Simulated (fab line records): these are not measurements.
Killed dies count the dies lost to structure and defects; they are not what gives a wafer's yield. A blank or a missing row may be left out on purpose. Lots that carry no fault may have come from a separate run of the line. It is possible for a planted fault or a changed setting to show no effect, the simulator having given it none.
A single fault, viewed from 2 desks -- flow gf180mcu -- numbers are kept per desk, each desk with only its own; the story behind them comes last

AT THE METROLOGY DESK
Lot by lot, what the gauges showed, no matter which tool ran the lot: averages of those sampled wafers that carry a number. A lot is out of limits, marked OUT, if its mean lies more than 4 standard deviations from the usual mean; the brackets give that distance.
Columns: A = HV_LDD_3_TW at GF_HV_LDD_TW_MEAS_38, usual 1429; B = SAB_CVD_00_THK at GF_SAB_THK_MEAS_01, usual 49.9 nm
lot,first seen here,A,B
L610,day 11 08:58,1408,49.9
L612,day 12 04:48,1445,49.4
L615,day 13 06:28,1428,50.6
L616,day 13 07:48,1441,50.7
L617,day 13 21:06,1440,50.6
L619,day 15 04:32,1433,50.8
L622,day 15 21:12,1413,39.6 (-14) OUT
L626,day 17 02:44,1441,40.3 (-13) OUT
L628,day 17 08:17,1440,49.5
L627,day 17 08:27,1436,49.3
L630,day 18 05:19,1397,49.6
L631,day 18 21:29,1430,49.6
L632,day 18 21:35,1396,49.8
Per this desk, out of limits: L622, L626; the first was L622, day 18 23:53 (SAB_CVD_00_THK at GF_SAB_THK_MEAS_01). L610, L612, L615, L616, L617, L619, L628, L627, L630, L631, L632 stayed within limits.

AT THE TOOL OWNER'S DESK: pecvd-04
The tool's own readings at GF_SAB_CVD_00 (deposits SiO2 from TEOS, target thk 50 nm, time 4.9302 s): means of the sampled wafers that have a number, for each lot that ran on this tool. A lot is out of limits, marked OUT, if its mean lies more than 4 standard deviations from the usual mean; the brackets give that distance.
Columns: A = heater_power_outer_w at GF_SAB_CVD_00, usual 394 W; B = heater_power_w at GF_SAB_CVD_00, usual 679 W
lot,first seen here,A,B
L612,day 14 21:35,331,558
L617,day 16 21:44,332,577
L619,day 18 03:23,336,583
L622,day 18 23:51,340,585
L626,day 20 06:20,305,527
This desk found nothing out of limits on any of the 5 lots.

PUT TOGETHER
L622, L626 would have let the metrology desk raise an alarm at day 18 23:53.
The desk of the tool owner found nothing out of limits.
Tool owner's desk: L622, L626 on record, inside its limits.
The lots listed all ran GF_SAB_CVD_00 on pecvd-04.

WHAT WAS PUT IN BY THE SIMULATOR
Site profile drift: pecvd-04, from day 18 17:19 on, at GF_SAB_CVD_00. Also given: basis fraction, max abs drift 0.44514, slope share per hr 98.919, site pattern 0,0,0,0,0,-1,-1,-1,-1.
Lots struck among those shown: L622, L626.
Time in hours between the start of the fault and the first out-of-limits reading at each desk: metrology desk, 7.
